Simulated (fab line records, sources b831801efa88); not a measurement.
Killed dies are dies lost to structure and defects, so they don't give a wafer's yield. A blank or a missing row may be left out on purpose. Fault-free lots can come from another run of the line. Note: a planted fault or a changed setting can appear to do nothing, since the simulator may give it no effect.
Which tool was responsible?	flow sky130	13 lots with 39 wafers sampled at 6 steps, on a route of 708 steps

## WHAT THE GAUGES READ, wafer by wafer
SKY_LDD_LDN_TW_MEAS_13. Usual: for LDD_LDN_TW the level is 1476 and the standard deviation is 12.
lot	measured	on	LDD_LDN_TW	flag
L398	day 22 19:43	film_metro-02	1463 1458 1461	
L402	day 25 04:32	film_metro-04	1477 1474 1481	
L400	day 25 07:31	film_metro-03	1489 1487 1497	
L401	day 25 07:48	film_metro-04	1478 1473 1481	
L405	day 25 20:37	film_metro-02	1459 1460 1462	
L407	day 27 10:37	film_metro-03	1486 1490 1488	
L413	day 28 10:30	film_metro-03	1491 1496 1490	
L415	day 29 00:57	film_metro-03	1488 1492 1493	
L417	day 29 13:34	film_metro-03	1496 1490 1487	
L416	day 29 16:43	film_metro-04	1471 1467 1482	
L418	day 29 18:06	film_metro-02	1464 1460 1465	
L419	day 30 11:17	film_metro-02	1482 1473 1472	
L420	day 30 11:26	film_metro-04	1477 1481 1488	

SKY_SD_N_CD_MEAS_07 targets a cd of 380 nm. Usual: 381 nm for cd_nm, sd 3.1.
lot	measured	on	cd_nm (nm)	flag
L398	day 27 19:48	cd_sem-01	381 382 380	
L402	day 30 03:22	cd_sem-02	423 421 424	OFF
L400	day 30 05:50	cd_sem-02	385 385 385	
L401	day 30 07:13	cd_sem-01	421 419 418	OFF
L405	day 30 17:26	cd_sem-02	379 377 375	
L407	day 32 04:07	cd_sem-02	380 378 378	
L413	day 33 02:22	cd_sem-02	382 380 380	
L415	day 33 16:22	cd_sem-01	382 382 381	
L417	day 34 04:27	cd_sem-02	378 379 380	
L416	day 34 07:35	cd_sem-02	382 382 382	
L418	day 34 09:10	cd_sem-01	376 378 375	
L419	day 35 00:04	cd_sem-01	387 385 386	
L420	day 35 01:49	cd_sem-01	384 381 383	

SKY_SD_N_OVL_MEAS_08. Usual: for SD_N_OVL the level is -0.2 nm and the standard deviation is 1.5.
lot	measured	on	SD_N_OVL (nm)	flag
L398	day 27 19:53	overlay-01	0.3 0.9 0.4	
L402	day 30 03:29	overlay-02	-1.0 -0.1 0.7	
L400	day 30 05:56	overlay-01	2.8 0.9 2.0	
L401	day 30 07:20	overlay-02	-1.1 -0.2 0.6	
L405	day 30 17:32	overlay-01	-0.8 -1.1 -1.2	
L407	day 32 04:11	overlay-02	2.1 0.0 2.7	
L413	day 33 02:29	overlay-01	1.0 0.6 2.8	
L415	day 33 16:29	overlay-02	0.5 -1.1 0.7	
L417	day 34 04:32	overlay-02	0.6 1.9 2.0	
L416	day 34 07:41	overlay-02	0.5 0.7 -1.0	
L418	day 34 09:17	overlay-02	0.8 0.6 0.6	
L419	day 35 00:11	overlay-01	-1.1 -0.1 -1.7	
L420	day 35 01:56	overlay-02	1.2 0.2 0.5	

SKY_LI_CONTACT_THK_MEAS_01. Usual: for LI_CONTACT_HDPCVD_THK the level is 932 nm and the standard deviation is 11.
lot	measured	on	LI_CONTACT_HDPCVD_THK (nm)	flag
L398	day 27 21:06	film_metro-03	930 940 931	
L402	day 30 04:52	film_metro-03	928 937 943	
L400	day 30 07:09	film_metro-01	953 931 938	
L401	day 30 08:31	film_metro-01	946 941 955	
L405	day 30 18:45	film_metro-01	931 938 931	
L407	day 32 05:25	film_metro-01	926 917 942	
L413	day 33 03:41	film_metro-01	935 941 933	
L415	day 33 17:41	film_metro-01	927 938 945	
L417	day 34 05:45	film_metro-04	936 928 931	
L416	day 34 08:54	film_metro-03	944 951 937	
L418	day 34 10:29	film_metro-01	939 927 924	
L419	day 35 01:23	film_metro-04	927 922 933	
L420	day 35 03:08	film_metro-04	923 927 935	

## EACH LOT AND THE TOOL THAT RAN IT (in order: tool; ch and the chambers of the sampled wafers; start)
lot	SKY_SD_N_COAT_02	SKY_SD_N_STRIP_11
L398	litho_track-03 ch 0, day 27 05:28	plasma_asher-04 ch 0,1, day 27 20:15
L402	litho_track-03 ch 0, day 29 13:04	plasma_asher-04 ch 0,1, day 30 03:49
L400	litho_track-04 ch 0, day 29 16:02	plasma_asher-02 ch 0,1, day 30 06:16
L401	litho_track-03 ch 0, day 29 17:07	plasma_asher-04 ch 0,1, day 30 07:40
L405	litho_track-01 ch 0, day 30 04:05	plasma_asher-03 ch 0,1, day 30 17:52
L407	litho_track-01 ch 0, day 31 14:44	plasma_asher-02 ch 0,1, day 32 04:33
L413	litho_track-03 ch 0, day 32 13:28	plasma_asher-02 ch 0, day 33 02:49
L415	litho_track-03 ch 0, day 33 02:31	plasma_asher-04 ch 0,1, day 33 16:49
L417	litho_track-04 ch 0, day 33 15:10	plasma_asher-04 ch 0,1, day 34 04:54
L416	litho_track-04 ch 0, day 33 18:50	plasma_asher-02 ch 0,1, day 34 08:01
L418	litho_track-03 ch 0, day 33 20:19	plasma_asher-02 ch 0,1, day 34 09:37
L419	litho_track-04 ch 0, day 34 10:19	plasma_asher-02 ch 0,1, day 35 00:31
L420	litho_track-04 ch 0, day 34 11:43	plasma_asher-03 ch 0,1, day 35 02:16
- SKY_SD_N_COAT_02: resist thk 1140 nm.
- SKY_SD_N_STRIP_11: strips in O2/N2.

## WHAT THE TOOLS THEMSELVES READ (means of the sampled wafers that have a number; where no wafer has one, the mark that the record gives instead)
SKY_SD_N_STRIP_11. Usual: drypump_motor_current_A 5.6 A, standard deviation 0.48; oes_product_au 0.528 a.u., standard deviation 0.0043; strip_time_to_endpoint_s 22.56 s, standard deviation 0.039.
lot	tool	drypump_motor_current_A (A)	oes_product_au (a.u.)	strip_time_to_endpoint_s (s)	flag
L398	plasma_asher-04	5.9	0.528	22.54	
L402	plasma_asher-04	5.8	0.480	18.54	OFF
L400	plasma_asher-02	5.2	0.530	22.54	
L401	plasma_asher-04	5.5	0.486	18.55	OFF
L405	plasma_asher-03	6.0	0.531	22.60	
L407	plasma_asher-02	5.2	0.527	22.58	
L413	plasma_asher-02	5.0	0.527	22.55	
L415	plasma_asher-04	5.9	0.529	22.53	
L417	plasma_asher-04	5.9	0.524	22.62	
L416	plasma_asher-02	5.2	0.527	22.55	
L418	plasma_asher-02	5.2	0.530	22.52	
L419	plasma_asher-02	5.3	0.527	22.58	
L420	plasma_asher-03	6.0	0.526	22.53	

## THE ANSWER, worked out from the rows above alone
Rule: take the mean of a lot's wafers that have a number; if it is more than 3 standard deviations from the usual mean, the lot is off. Also off: a lot with no number at a reading for which 4 or more lots have one. Where the step has rows for the other lots, those lots are counted as sound. After the gauges, taken in route order, come the tools' own readings; for these a lot's mean is taken, as printed above. At the first step where some lot is off, the reading lying furthest off is the one used; lots without a number count as furthest.
Off: L402, L401 (SKY_SD_N_CD_MEAS_07, cd_nm).
If a tool, at a process step before that reading, ran all the lots that are off and no sound lot after the first of them, it fits. The gauges at SKY_SD_N_CD_MEAS_07 aren't tried: what is off there is off at SKY_SD_N_STRIP_11 too, on other tools, and a gauge's error can't cause that. Of those tried, none fits.

## WHAT THE SIMULATOR PUT IN
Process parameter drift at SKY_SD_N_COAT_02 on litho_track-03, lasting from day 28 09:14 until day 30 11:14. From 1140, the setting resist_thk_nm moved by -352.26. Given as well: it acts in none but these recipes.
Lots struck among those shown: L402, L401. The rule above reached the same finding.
